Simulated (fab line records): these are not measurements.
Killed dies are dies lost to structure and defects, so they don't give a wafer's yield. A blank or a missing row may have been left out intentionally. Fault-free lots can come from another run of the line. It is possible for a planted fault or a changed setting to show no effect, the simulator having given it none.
Split-lot experiment + flow sfq-line + on a route of 325 steps: 5 lots, 19 wafers read

## THE SPLIT
At SFQ_TRILAYER_R5_ETCH_METAL_ETCH_139 (etches the open film in Cl2, stops on SiO2, target depth 60 nm, time 40 s), the setting time-s was moved away from the recipe's 40 s on 6 of the 19 wafers read, by -14.9% to +12.6%. For the rest of the wafers, this setting stayed at what the recipe calls for.

The reading is taken at the split's own step.

## THE READING
R5.feature-depth-nm (the simulator's own value, which no gauge read), in nm, at SFQ_TRILAYER_R5_ETCH_METAL_ETCH_139 (etches the open film in Cl2, stops on SiO2, target depth 60 nm, time 40 s). No usual value for it is given in the file. Here, 13 wafers ran the recipe; their average is 59.97 nm with a standard deviation of 0.083 nm.

| wafer  | tool, chamber at the split | time-s as run, s | against the recipe | R5.feature-depth-nm, nm | against lot-mates on the recipe |
|--------|----------------------------|------------------|--------------------|-------------------------|---------------------------------|
| L074.1 | rie-metal-02, 1            | 40               | recipe             | 59.99                   | -                               |
| L074.5 | rie-metal-02, 0            | 40               | recipe             | 59.69                   | -                               |
| L074.6 | rie-metal-02, 1            | 40               | recipe             | 60                      | -                               |
| L076.1 | rie-metal-02, 0            | 40               | recipe             | 59.95                   | -                               |
| L076.2 | rie-metal-02, 1            | 40               | recipe             | 60                      | -                               |
| L076.4 | rie-metal-02, 1            | 40               | recipe             | 60                      | -                               |
| L076.5 | rie-metal-02, 0            | 40               | recipe             | 59.92                   | -                               |
| L076.6 | rie-metal-02, 1            | 40               | recipe             | 60                      | -                               |
| L077.2 | rie-metal-04, 0            | 45.05            | +12.6%             | 60                      | +0.00                           |
| L077.5 | rie-metal-04, 0            | 45.05            | +12.6%             | 60                      | +0.00                           |
| L077.6 | rie-metal-04, 1            | 40               | recipe             | 60                      | -                               |
| L081.1 | rie-metal-04, 0            | 34.02            | -14.9%             | 51.79                   | -8.21                           |
| L081.2 | rie-metal-04, 1            | 40               | recipe             | 60                      | -                               |
| L081.4 | rie-metal-04, 0            | 34.02            | -14.9%             | 51.65                   | -8.35                           |
| L083.1 | rie-metal-02, 1            | 40               | recipe             | 60                      | -                               |
| L083.2 | rie-metal-02, 0            | 40               | recipe             | 60                      | -                               |
| L083.4 | rie-metal-02, 0            | 34.89            | -12.8%             | 52.55                   | -7.45                           |
| L083.5 | rie-metal-02, 0            | 34.89            | -12.8%             | 52.92                   | -7.08                           |
| L083.6 | rie-metal-02, 1            | 40               | recipe             | 60                      | -                               |

THE FIT
A straight line over all 19 wafers: R5.feature-depth-nm changes by +0.367 nm for each +1% of time-s; r = +0.86; the points scatter about the line by 1.7 nm.
The same after taking each lot's own level away (the mean of its wafers on the recipe; 19 wafers): +0.368 nm for each +1%; r = +0.86; scatter 1.7 nm.
On that fit, the largest move of time-s shifts the reading by 5.5 nm.
The span of the lots' own levels, 59.893 to 60.000 nm, comes to 1.3 times the standard deviation stated above.
Hence the lot-to-lot level has little effect on the slope; both slopes agree.
Check: for one of the wafers moved furthest among these (-14.9%), held out of the fit, the line's prediction against its lot-mates is -6.07 nm. Against them it came out at -8.21 nm.

## THE OTHER SPLITS THESE WAFERS WENT THROUGH
These wafers also went through other splits before the reading. Each is held against what the fit with the lots' levels taken away leaves over:
| other split on the same wafers               | wafers away from the commonest value | r with R5.feature-depth-nm (lot level and that fit taken away) |
|----------------------------------------------|--------------------------------------|----------------------------------------------------------------|
| SFQ_TRILAYER_R5_DEP_SPUTTER_134 power-w      | 3                                    | -0.27                                                          |
| SFQ_TRILAYER_R5_LITHO_COAT_136 resist-thk-nm | 6                                    | -0.05                                                          |

## FILE'S OWN FIT
R5.feature-depth-nm changes by +0.43 nm for each +1% of time-s, r = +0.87.
